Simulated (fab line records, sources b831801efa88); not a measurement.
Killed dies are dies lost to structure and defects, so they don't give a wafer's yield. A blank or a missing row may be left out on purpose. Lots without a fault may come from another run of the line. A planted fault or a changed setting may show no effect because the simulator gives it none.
Chamber matching | flow sky130 | SKY_CAPM_CVD_00 on pecvd-02: 3 sister chambers
The step deposits SiO2, target thk 15.5 nm. 22 wafers are shown with their chamber, then 11 later ones without.

WAFERS WITH THEIR CHAMBER
wafer  | chamber | heater_power_w (W)
L076.1 | 2       | 809
L076.3 | 0       | 762
L076.5 | 1       | 592
L077.1 | 1       | 679
L077.5 | 1       | 684
L077.6 | 0       | 752
L079.2 | 0       | 787
L079.5 | 2       | 834
L079.6 | 0       | 800
L081.4 | 0       | 678
L081.5 | 1       | 646
L081.6 | 2       | 916
L084.1 | 0       | 675
L084.3 | 2       | 930
L084.4 | 0       | 654
L086.1 | 2       | 895
L086.3 | 1       | 711
L086.5 | 1       | 715
L090.4 | 1       | 645
L090.5 | 2       | 914
L090.6 | 1       | 642
L091.2 | 0       | 702

SIGNATURES (means of the wafers above)
reading        | chamber 0 | chamber 1 | chamber 2 | scatter within a chamber
heater_power_w | 726.25    | 664.25    | 883.00    | 49.2
Rule: a wafer's distance from a chamber is the root of the sum, over the readings, of the square of ((its reading less the chamber's mean) divided by the reading's scatter). The wafer belongs to the nearest chamber; if the next one is less than 2 further off, it can't be placed. The scatter: the root of (the sum of the squares of (reading less its chamber's mean) over the shown wafers, divided by (wafers less chambers)).

WAFERS WITHOUT THEIR CHAMBER
wafer  | heater_power_w (W)
L091.3 | 713
L091.6 | 712
L093.1 | 650
L093.3 | 735
L093.4 | 632
L096.2 | 658
L096.4 | 938
L096.5 | 676
L097.2 | 655
L097.5 | 769
L097.6 | 971

WHICH CHAMBER EACH WENT THROUGH
wafer  | from the rows above          | in truth
L091.3 | can't be placed: 0 or 1      | 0
L091.6 | can't be placed: 0 or 1      | 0
L093.1 | can't be placed: 1 or 0      | 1
L093.3 | can't be placed: 0 or 1      | 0
L093.4 | can't be placed: 1 or 0      | 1
L096.2 | can't be placed: 1 or 0      | 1
L096.4 | 2                            | 2
L096.5 | can't be placed: 1 or 0      | 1
L097.2 | can't be placed: 1 or 0      | 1
L097.5 | can't be placed: 0 or 1 or 2 | 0
L097.6 | 2                            | 2
Placed correctly: 2 of 11. Can't be placed from these rows: 9 (the true chamber is among the candidates in 9). Placed wrongly: 0.
